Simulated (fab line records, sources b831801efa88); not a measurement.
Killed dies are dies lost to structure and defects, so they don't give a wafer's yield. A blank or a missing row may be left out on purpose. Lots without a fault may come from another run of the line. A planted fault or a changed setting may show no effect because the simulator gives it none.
Which tool did it? | flow gf180mcu | 10 lots, 29 wafers sampled, at 2 steps of a route of 602

WHAT THE GAUGES READ, wafer by wafer
GF_M3_CD_MEAS_14: target cd 280 nm.
lot  | measured     | on        | cd_nm (nm)
L750 | day 21 07:29 | cd_sem-02 | 281.0 280.1 280.8
L754 | day 22 18:49 | cd_sem-02 | 279.8 279.1 280.6
L753 | day 23 00:16 | cd_sem-01 | 278.8 277.6 279.6
L757 | day 24 01:01 | cd_sem-02 | 280.1 281.9 280.5
L761 | day 25 03:55 | cd_sem-01 | 281.1 281.8 281.2
L762 | day 25 15:32 | cd_sem-02 | 279.2 281.3 279.3
L767 | day 27 02:07 | cd_sem-01 | 281.6 280.0 281.8
L769 | day 27 20:24 | cd_sem-01 | 280.6 280.2
L772 | day 28 13:10 | cd_sem-01 | 278.6 280.2 279.6
L773 | day 28 14:56 | cd_sem-02 | 282.0 282.1 283.0

WHICH TOOL RAN EACH LOT (tool, then ch and the chambers of the sampled wafers, then the start)
lot  | GF_M3_SPUTTER_04
L750 | pvd_sputter-02, day 20 07:41
L754 | pvd_sputter-04, day 21 20:01
L753 | pvd_sputter-04, day 22 00:52
L757 | pvd_sputter-02, day 23 03:04
L761 | pvd_sputter-04, day 24 06:25
L762 | pvd_sputter-04, day 24 17:28
L767 | pvd_sputter-01, day 26 05:40
L769 | pvd_sputter-04, day 27 00:07
L772 | pvd_sputter-04, day 27 17:53
L773 | pvd_sputter-02, day 27 19:04
- GF_M3_SPUTTER_04: material TiN, target thk 50 nm, time 41.7 s.

THE ANSWER, worked out from the rows above alone
Rule: what is usual is taken from the lots themselves. Put in order of their means at a reading, lots are off if they are a third of the lots or fewer, leave a main group of 4 or more, and stand apart from it by a gap of 3 or more times the standard deviation of the main group's means; of several such gaps the widest counts. A main group whose means are all the same, to the digits that the tables above print for the reading, isn't used. A lot without any number at a reading at which 4 lots or more have one is off too. The other lots that the step has rows for count as sound.
No lot is off at any reading shown: from this, nothing can be told.

WHAT THE SIMULATOR HAD PUT IN
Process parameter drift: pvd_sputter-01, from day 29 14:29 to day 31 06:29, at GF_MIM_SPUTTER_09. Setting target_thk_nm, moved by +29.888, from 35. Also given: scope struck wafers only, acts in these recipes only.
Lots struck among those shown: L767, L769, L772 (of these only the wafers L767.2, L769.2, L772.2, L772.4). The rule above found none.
